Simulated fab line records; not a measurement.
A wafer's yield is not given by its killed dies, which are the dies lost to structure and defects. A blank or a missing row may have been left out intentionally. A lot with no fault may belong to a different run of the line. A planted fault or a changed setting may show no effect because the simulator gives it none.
Code-filled problem report in 8D (eight disciplines) form -- flow sky130 -- the parts of the form that need people (team, actions taken, sign-off) are left out

== 1. THE ISSUE ==
Mean of biasW at SKY_METAL4_ETCH_16: 107.34 W across 3 wafers in 2 lots; on wafers with no fault it is 100.01 W (standard deviation 0.28). That is +26 standard deviations from the usual mean.
The step: etches BARC in N2/H2, stops on SiO2, time 88.2 s, target depth 60 nm.
First seen on wafer L329.3, day 44 00:53, on rieMetal-01. Wafers with a number at this step in the record: 42, from 14 lots. The rule behind "out" and "out of limits": a value lying over 4 standard deviations away from the usual mean. The other wafers with a number count as sound.

== 2. WHAT THIS IS AND IS NOT ==
question,is,is not
which readings at this step,biasW,"chamberPressureMTorr, drypumpMotorCurrentA, oesProductAu, rfFwdPowerW"
which lots,"L329, L336","L324, L325, L326, L327, L328, L330, L331, L334, L335, L340, L342, L343"
which wafers of those lots,"L329.3, L336.3, L336.5","L329.1, L329.5, L336.6"
read on which tools,rieMetal-01,"rieMetal-02, rieMetal-04"
when,from day 44 00:53,"up to then (23 sound wafers); but 16 sound wafers of L334, L335, L336, L340, L342, L343 came after"

== 3. WHAT RULES OUT EACH SUSPECT ==
Counting: any tool at a process step up to the reading remains a suspect provided it ran every lot that is out. Sound lots after the first of them don't rule it out here, since some wafers of a struck lot are sound.
- rieMetal-01 at SKY_METAL4_ETCH_16 (etches BARC in N2/H2, stops on SiO2, time 88.2 s, target depth 60 nm): kept. Every lot that is out went through it, the first being L329 (day 44 00:53); the last sound lot it ran before that was L331 (day 43 23:27). Out on those wafers are its own readings of biasW.
- The sound lot-mates ran in chamber 0 of rieMetal-01 at SKY_METAL4_ETCH_16, but the wafers that are out ran in chamber 1.
After counting, what remains is rieMetal-01 at SKY_METAL4_ETCH_16.

== 4. THE CAUSE (what the simulator had put in) ==
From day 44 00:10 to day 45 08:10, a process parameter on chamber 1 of rieMetal-01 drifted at SKY_METAL4_ETCH_16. From 100, the setting biasW moved by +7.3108. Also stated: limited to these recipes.
The count eliminated every tool but this one.

== 5. THE CHAIN OF EFFECTS, in route order ==
One row per reading whose mean, taken over the struck wafers that have a number, lies over 3 standard deviations from the usual. Only readings whose record carries a usual standard deviation are examined. hours: median over the lots of the time between each lot's start at the first step of this table that gives one and its start at this step. sigmas: the change, counted in usual standard deviations.
hours,step,reading,usual,on struck wafers,change,sigmas
0,SKY_METAL4_ETCH_16,biasW,100.01 W,107.34,+7.33,+26
The process steps in it:
- SKY_METAL4_ETCH_16: etches BARC in N2/H2, stops on SiO2, time 88.2 s, target depth 60 nm.

== 6. HOW IT WOULD HAVE BEEN CAUGHT EARLIER ==
In this record the first reading out of limits was taken at day 44 00:53, 1 hour after the fault began at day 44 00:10.
